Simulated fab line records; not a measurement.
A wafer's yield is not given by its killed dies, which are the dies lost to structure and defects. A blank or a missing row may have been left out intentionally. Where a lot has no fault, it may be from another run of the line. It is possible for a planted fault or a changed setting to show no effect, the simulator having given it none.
A struck lot beside a sound one | flow sky130 | 17 steps out of a route of 708
Sound: these wafers, L431.2, L431.3, L431.6. Wafers L440.1, L440.4, L440.5 were the ones struck. The cause comes at the end.
Order at every step that has rows: each side's tool, ch and its chambers, its first start. Under that, the readings that differ: sound wafers | struck wafers | difference of the means | sigmas: that difference in standard deviations of wafers without a fault.
alike: readings with means less than 2 such deviations apart, plus words and numbers identical on both sides. not compared: withheld readings, readings lacking a value on some wafer, bounds such as >300 that could conceal the same value, and numbers that have no deviation in the record and whose values overlap.
The two part at a step that has a row with sigmas, a row that says differs or no value, or rows on one side only. When numbers do not overlap yet have no deviation, they are printed without sigmas and do not part them. A reading missing from all wafers of one side parts the sides only when that side holds two or more wafers.

SKY_LDD_HVN_OVL_MEAS_07:
  sound: overlay-02 at day 23 11:28; struck: overlay-01 at day 26 06:20
  alike: LDD_HVN_OVL
then, 1 step without rows for these wafers: SKY_LDD_HVN_IMPLANT_08.
SKY_LDD_HVN_STRIP_09: strips in O2/N2.
  sound on plasma-asher-01 ch 0,1, day 23 11:39; struck on plasma-asher-01 ch 0,1, day 26 06:32
  alike: drypump-motor-current-A, n2-flow-sccm, oes-product-au, strip-time-to-endpoint-s
  not compared: rf-hours-counter-h
SKY_LDD_HVN_TW_MEAS_10:
  sound: film-metro-03 at day 23 11:46; struck: film-metro-01 at day 26 06:38
  alike: LDD_HVN_TW
then, 3 steps without rows for these wafers: SKY_LDD_HVP_DEHYDRATE_00 (time 60 s); SKY_LDD_HVP_HMDS_01 (prime time 60 s); SKY_LDD_HVP_COAT_02 (resist thk 300 nm).
SKY_LDD_HVP_SOFTBAKE_03: time 62.16 s.
  sound on litho-track-02 ch 0, day 24 02:56; struck on litho-track-01 ch 0, day 26 20:28
  alike: plate-sensor-t-centre-C, plate-sensor-t-edge-C
then, 3 steps without rows for these wafers: SKY_LDD_HVP_EXPOSE_04 (exposes mask HVPTM, target cd 700 nm); SKY_LDD_HVP_PEB_05; SKY_LDD_HVP_DEVELOP_06 (develop time 60 s).
SKY_LDD_HVP_OVL_MEAS_07:
  sound: overlay-02 at day 24 17:58; struck: overlay-01 at day 27 11:10
  alike: LDD_HVP_OVL
SKY_LDD_HVP_IMPLANT_08:
  sound on implanter-03 ch 0, day 24 18:01; struck on implanter-03 ch 0, day 27 11:12
  reading            | sound                            | struck                          | difference  | sigmas
  dose-ions-cm2      | 1.7005e+13 1.7009e+13 1.7009e+13 | 2.4777e+13 2.4781e+13 2.477e+13 | +7.7683e+12 | +99 or more
  faraday-current-uA | 93.4 98.4 95.7                   | 137.3 142.7 141.7               | +44.7       | +24
SKY_LDD_HVP_STRIP_09: strips in O2/N2.
  sound on plasma-asher-02 ch 0,1, day 24 18:08; struck on plasma-asher-01 ch 0,1, day 27 11:21
  reading                      | sound             | struck            | difference | sigmas
  strip-time-to-endpoint-s (s) | 4.119 4.127 4.119 | 4.165 4.148 4.151 | +0.033     | +2
  alike: drypump-motor-current-A, n2-flow-sccm, oes-product-au
  not compared: rf-hours-counter-h
SKY_LDD_HVP_TW_MEAS_10:
  sound: film-metro-03 at day 24 18:15; struck: film-metro-03 at day 27 11:27
  reading    | sound             | struck            | difference | sigmas
  LDD_HVP_TW | 456.8 454.7 456.5 | 513.3 513.3 514.5 | +57.7      | +27
then, 1 step without rows for these wafers: SKY_LDD_LDN_DEHYDRATE_00 (time 60 s).
-- the record jumps here: 23 days lie between the struck wafers' starts before and after (it left off in module LDD_LDN and takes up again in module PAD_OPEN, whose first step shown is number 708 of the route) --
SKY_PAD_OPEN_PROBE_99:
  sound: prober-02 at day 47 13:29; struck: prober-02 at day 50 09:47
  reading                                   | sound                   | struck                  | difference | sigmas
  model.etest.tip_p_5v.rs-ohm-sq            | 2878 2859 2874          | 2178 2180 2183          | -690       |
  model.etest.pfet-g5v0d10v5.r-on-ohm-um    | 4903 4774 4809          | 4594 4594 4608          | -230       |
  model.etest.pfet-g5v0d10v5.drive-ua-um    | 327.6 336.3 332.8       | 357.9 358.2 353         | +24.1      |
  model.etest.pfet-g5v0d10v5.off-log10-a-um | -12.57 -12.37 -12.71    | -11.48 -11.57 -11.68    | +0.97      |
  model.etest.pfet-g5v0d10v5.vt-sat-v (V)   | -0.6393 -0.6298 -0.6452 | -0.5527 -0.5483 -0.5674 | +0.0820    |
  alike: killed_at_M0_to_M3, killed_at_M4_up, killed-at-contacts, killed-at-front-end, killed-at-other, killed-dies, killed-open, killed-short

== WHERE THEY PART ==
Earliest at SKY_LDD_HVP_IMPLANT_08; latest, in this record, at SKY_LDD_HVP_TW_MEAS_10. Later steps at which nothing parts them and some readings are alike: SKY_PAD_OPEN_PROBE_99.

WHY: the cause the simulator had injected
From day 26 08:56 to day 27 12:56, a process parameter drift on implanter-03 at SKY_LDD_HVP_IMPLANT_08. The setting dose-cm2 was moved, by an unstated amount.
